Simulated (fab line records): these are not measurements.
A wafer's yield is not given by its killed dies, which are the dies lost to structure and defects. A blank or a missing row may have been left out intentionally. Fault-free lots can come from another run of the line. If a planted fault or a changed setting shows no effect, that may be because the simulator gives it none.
What tool caused it?	flow sky130	33 wafers from 11 lots sampled at 4 of the route's 708 steps

== WHAT EACH GAUGE READ, for each wafer ==
SKY_NWELL_TW_MEAS_15.
lot	measured	on	NWELL_TW
L490	day 4 17:58	film-metro-01	1824 1834 1827
L495	day 5 16:22	film-metro-03	1792 1796 1793
L498	day 6 14:23	film-metro-01	2073 2071 2074
L499	day 6 19:58	film-metro-04	2071 2062 2069
L500	day 7 09:27	film-metro-04	2067 2065 2069
L501	day 7 17:11	film-metro-04	1831 1838 1825
L503	day 7 21:41	film-metro-04	1833 1833 1828
L506	day 8 14:58	film-metro-03	1786 1796 1795
L510	day 9 10:35	film-metro-04	1826 1808 1826
L511	day 9 18:01	film-metro-03	1793 1788 1791
L513	day 10 04:10	film-metro-03	1798 1797 1804

== EACH LOT AND THE TOOL THAT RAN IT (in order: tool; ch and the chambers of the sampled wafers; start) ==
lot	SKY_DNWELL_STRIP_08	SKY_PWDE_STRIP_09	SKY_NWELL_IMPLANT_11
L490	plasma-asher-03 ch 0,1, day 3 07:17	plasma-asher-04 ch 0,1, day 4 00:34	implanter-02 ch 0, day 4 17:25
L495	plasma-asher-04 ch 1, day 4 06:05	plasma-asher-02 ch 0,1, day 4 22:52	implanter-01 ch 0, day 5 15:49
L498	plasma-asher-01 ch 0,1, day 5 02:23	plasma-asher-02 ch 0,1, day 5 20:07	implanter-02 ch 0, day 6 13:51
L499	plasma-asher-01 ch 0,1, day 5 08:11	plasma-asher-03 ch 0, day 6 00:46	implanter-02 ch 0, day 6 19:25
L500	plasma-asher-03 ch 0,1, day 5 18:10	plasma-asher-02 ch 0,1, day 6 13:04	implanter-02 ch 0, day 7 08:56
L501	plasma-asher-04 ch 0,1, day 6 01:59	plasma-asher-04 ch 1, day 6 20:16	implanter-01 ch 0, day 7 16:39
L503	plasma-asher-04 ch 0,1, day 6 05:41	plasma-asher-02 ch 0,1, day 7 01:01	implanter-01 ch 0, day 7 21:09
L506	plasma-asher-04 ch 0,1, day 6 21:44	plasma-asher-03 ch 0,1, day 7 17:28	implanter-04 ch 0, day 8 14:25
L510	plasma-asher-01 ch 0,1, day 7 16:23	plasma-asher-04 ch 0,1, day 8 13:10	implanter-01 ch 0, day 9 10:03
L511	plasma-asher-04 ch 0,1, day 8 00:32	plasma-asher-03 ch 0,1, day 8 20:52	implanter-02 ch 0, day 9 17:28
L513	plasma-asher-03 ch 0,1, day 8 09:20	plasma-asher-02 ch 0,1, day 9 06:16	implanter-04 ch 0, day 10 03:37
- SKY_DNWELL_STRIP_08: strips in O2/N2.
- SKY_PWDE_STRIP_09: strips in O2/N2.
- SKY_NWELL_IMPLANT_11

== THE ANSWER, worked out from the rows above alone ==
Rule: the usual values come from the lots themselves. The widest of any qualifying gaps counts: lots, ordered by their means at a reading, are off when they make up no more than a third of the lots, leave a main group of 4 or more, and stand apart from it by 3 or more times the standard deviation of that group's means. Not used: any main group whose means are identical at the precision the tables above print for the reading. A lot without any number at a reading at which 4 lots or more have one is off too. The other lots that the step has rows for count as sound.
Off: L498, L499, L500, seen at SKY_NWELL_TW_MEAS_15 (NWELL_TW). The main group: mean 1811, standard deviation 17.
A tool fits if, at a process step before that reading, it ran every lot that is off, and no sound lot after the first of them. Those tools and the gauges at SKY_NWELL_TW_MEAS_15 are tried in the same way. No candidate that was tried fits.

== WHAT THE SIMULATOR PUT IN ==
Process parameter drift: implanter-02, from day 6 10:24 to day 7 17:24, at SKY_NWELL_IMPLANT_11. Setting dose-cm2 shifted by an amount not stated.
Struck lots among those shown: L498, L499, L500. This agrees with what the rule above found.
